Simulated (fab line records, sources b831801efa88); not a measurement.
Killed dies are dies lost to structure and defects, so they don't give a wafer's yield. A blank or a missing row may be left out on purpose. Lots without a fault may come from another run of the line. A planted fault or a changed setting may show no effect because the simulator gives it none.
Tool commonality check | flow gf180mcu | 12 lots, 36 wafers sampled

WHY IT WAS OPENED
At GF_VT_IMPLANT_TW_MEAS_21 the reading VT_IMPLANT_2_TW is flagged on 1 of 12 lots. Wafers without a fault read 1224, standard deviation 11.
Rule: a lot is flagged when every wafer of it that has a number lies more than 4 standard deviations from that mean, or none has a number. The other lots count as sound.

lot  | measured     | on            | VT_IMPLANT_2_TW, wafer by wafer | flag
L826 | day 6 08:20  | film_metro-04 | 1230 1234 1228                  |
L827 | day 6 14:55  | film_metro-01 | 1212 1208 1207                  |
L829 | day 7 01:59  | film_metro-01 | 1220 1216 1220                  |
L830 | day 7 07:13  | film_metro-04 | 1231 1231 1236                  |
L831 | day 7 14:11  | film_metro-04 | 1227 1238 1235                  |
L833 | day 8 04:36  | film_metro-01 | 1217 1217 1209                  |
L834 | day 8 09:13  | film_metro-01 | 1216 1213 1209                  |
L837 | day 9 04:10  | film_metro-01 | 30 30 30                        | FLAGGED
L838 | day 9 10:11  | film_metro-04 | 1223 1231 1231                  |
L845 | day 11 06:46 | film_metro-04 | 1224 1232 1230                  |
L846 | day 11 10:55 | film_metro-01 | 1218 1214 1222                  |
L848 | day 12 09:37 | film_metro-01 | 1223 1224 1226                  |
The numbers of the flagged lots are 30 on average: -1194 against the usual, or -99 or more standard deviations.

WHICH TOOL RAN EACH LOT
The record holds 1 process step before the reading, out of a route of 602 steps. In each cell: the tool, then ch and the chambers that the sampled wafers went through, then the start.
lot  | flag    | GF_VT_IMPLANT_EXPOSE_15
L826 |         | iline_stepper-02 ch 0, day 6 00:34
L827 |         | iline_stepper-02 ch 0, day 6 07:00
L829 |         | iline_stepper-02 ch 0, day 6 18:07
L830 |         | iline_stepper-01 ch 0, day 7 00:04
L831 |         | iline_stepper-01 ch 0, day 7 06:19
L833 |         | iline_stepper-01 ch 0, day 7 20:30
L834 |         | iline_stepper-02 ch 0, day 8 00:53
L837 | FLAGGED | iline_stepper-02 ch 0, day 8 19:51
L838 |         | iline_stepper-01 ch 0, day 9 01:17
L845 |         | iline_stepper-01 ch 0, day 10 21:33
L846 |         | iline_stepper-02 ch 0, day 11 02:16
L848 |         | iline_stepper-02 ch 0, day 12 00:21
What these steps do:
- GF_VT_IMPLANT_EXPOSE_15: exposes mask Nwell LV AREA, target cd 860 nm.
- GF_VT_IMPLANT_TW_MEAS_21

FLAGGED OVER TOTAL, TOOL BY TOOL (the gauges that took the reading come last)
step                     | tool             | lots run | flagged | share of the flagged lots | sound lots run after its first flagged lot
GF_VT_IMPLANT_EXPOSE_15  | iline_stepper-01 | 5        | 0       | none                      | -
GF_VT_IMPLANT_EXPOSE_15  | iline_stepper-02 | 7        | 1       | all                       | 2 (L846,L848)
GF_VT_IMPLANT_TW_MEAS_21 | film_metro-01    | 7        | 1       | all                       | 2 (L846,L848)
GF_VT_IMPLANT_TW_MEAS_21 | film_metro-04    | 5        | 0       | none                      | -

WHAT THE TABLE ALLOWS
2 rows of the table ran every flagged lot: iline_stepper-02 at GF_VT_IMPLANT_EXPOSE_15, film_metro-01 at GF_VT_IMPLANT_TW_MEAS_21.
- iline_stepper-02 at GF_VT_IMPLANT_EXPOSE_15: 1 of its 7 lots flagged. Sound lots ran on it after the first flagged one (L846, L848), which a lasting fault on the whole tool wouldn't allow.
- film_metro-01 at GF_VT_IMPLANT_TW_MEAS_21: 1 of its 7 lots flagged. Sound lots ran on it after the first flagged one (L846, L848), which a lasting fault on the whole tool wouldn't allow.
No row of the table ran every flagged lot and no sound lot after the first.

WHAT THE SIMULATOR HAD PUT IN
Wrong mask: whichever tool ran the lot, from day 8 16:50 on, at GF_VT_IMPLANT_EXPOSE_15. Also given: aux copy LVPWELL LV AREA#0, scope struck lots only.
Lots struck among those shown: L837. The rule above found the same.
